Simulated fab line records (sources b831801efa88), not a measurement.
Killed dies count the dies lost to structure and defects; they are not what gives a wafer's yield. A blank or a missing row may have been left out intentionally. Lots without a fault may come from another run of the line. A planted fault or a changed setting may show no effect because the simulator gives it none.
8D (eight disciplines) problem report, filled in by code | flow sky130 | the parts of the form that need people (team, actions taken, sign-off) are left out

## 1. PROBLEM STATEMENT
run length s at SKY_FIELD_ISO_ETCH_17 reads a mean of 116.1 s on 1 wafer of 1 lot; wafers without a fault read 126.0 s with a standard deviation of 0.37. Relative to the usual mean, that is a shift of -27 standard deviations.
The step: etches Si in HBr/Cl2/O2, target depth 342 nm, time 97.7 s.
First seen on wafer L410.3, day 6 12:58, on rie si-01. The record holds 15 wafers of 5 lots with a number at this step. Rule for "out" (also "out of limits"): further than 4 standard deviations from the usual mean. Any other wafer with a number is counted as sound.

## 2. WHAT IT IS, AND WHAT IT ISN'T
question                    | is               | is not
which readings at this step | run length s     | drypump motor current A, mfc cl2 sccm, oes product au, throttle valve pct
which lots                  | L410             | L391, L393, L398, L401
which wafers of those lots  | L410.3           | L410.4, L410.5
read on which tools         | rie si-01        | rie si-02
when                        | from day 6 12:58 | up to then (14 sound wafers)

## 3. THE SUSPECTS, EACH WITH WHAT RULES IT OUT
Counting: any tool at a process step up to the reading remains a suspect provided it ran every lot that is out. Sound lots after the first of them don't rule it out here, since some wafers of a struck lot are sound.
- rie diel-02 at SKY_FIELD_ISO_ETCH_14 (etches BARC in N2/H2, stops on SiO2, time 45.9 s, target depth 60 nm): kept. L410, the lot that is out, went through it at day 6 12:46; up to then, the latest sound lot through it was L401 at day 4 16:10.
- rie diel-02 at SKY_FIELD_ISO_ETCH_15 (etches the open film in CHF3/O2, stops on Si, target depth 180 nm, time 72 s): kept. L410, the lot that is out, went through it at day 6 12:49; up to then, the latest sound lot through it was L401 at day 4 16:13.
- plasma asher-03 at SKY_FIELD_ISO_STRIP_16 (strips in O2/N2): kept. It ran the lot that is out, L410 (day 6 12:54).
- rie si-01 at SKY_FIELD_ISO_ETCH_17 (etches Si in HBr/Cl2/O2, target depth 342 nm, time 97.7 s): kept. L410, the lot that is out, went through it at day 6 12:58; up to then, the latest sound lot through it was L398 at day 3 22:16. Its own run length s readings are out on those wafers.
- In rie diel-02 at SKY_FIELD_ISO_ETCH_14, the wafers that are out were processed in chamber 1 and their sound lot-mates in chambers 0, 2.
- In rie diel-02 at SKY_FIELD_ISO_ETCH_15, the wafers that are out were processed in chamber 1 and their sound lot-mates in chambers 0, 2.
Left after counting: rie diel-02 at SKY_FIELD_ISO_ETCH_14, rie diel-02 at SKY_FIELD_ISO_ETCH_15, plasma asher-03 at SKY_FIELD_ISO_STRIP_16, rie si-01 at SKY_FIELD_ISO_ETCH_17.

## 4. THE CAUSE (what the simulator had put in)
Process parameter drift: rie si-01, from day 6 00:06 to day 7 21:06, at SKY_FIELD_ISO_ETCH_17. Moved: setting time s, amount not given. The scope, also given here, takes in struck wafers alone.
Of the 4 suspects that counting leaves, this tool is one.

## 5. SEQUENCE OF EFFECTS, ordered by route
Each row: a reading where the mean over the struck wafers with a number is more than 3 standard deviations away from the usual. Readings are gone through only where the record gives a usual standard deviation; hours: the median, over the lots, of the time from a lot's start at the first step in this table giving one to that lot's start at this step; sigmas: the change measured in usual standard deviations.
hours | step                  | reading      | usual   | on struck wafers | change | sigmas
0     | SKY_FIELD_ISO_ETCH_17 | run length s | 126.0 s | 116.1            | -9.9   | -27
Its process steps:
- SKY_FIELD_ISO_ETCH_17: etches Si in HBr/Cl2/O2, target depth 342 nm, time 97.7 s.

## 6. HOW IT WOULD HAVE BEEN CAUGHT EARLIER
First out-of-limits reading in this record: day 6 12:58, which is 13 hours after fault onset at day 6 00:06.
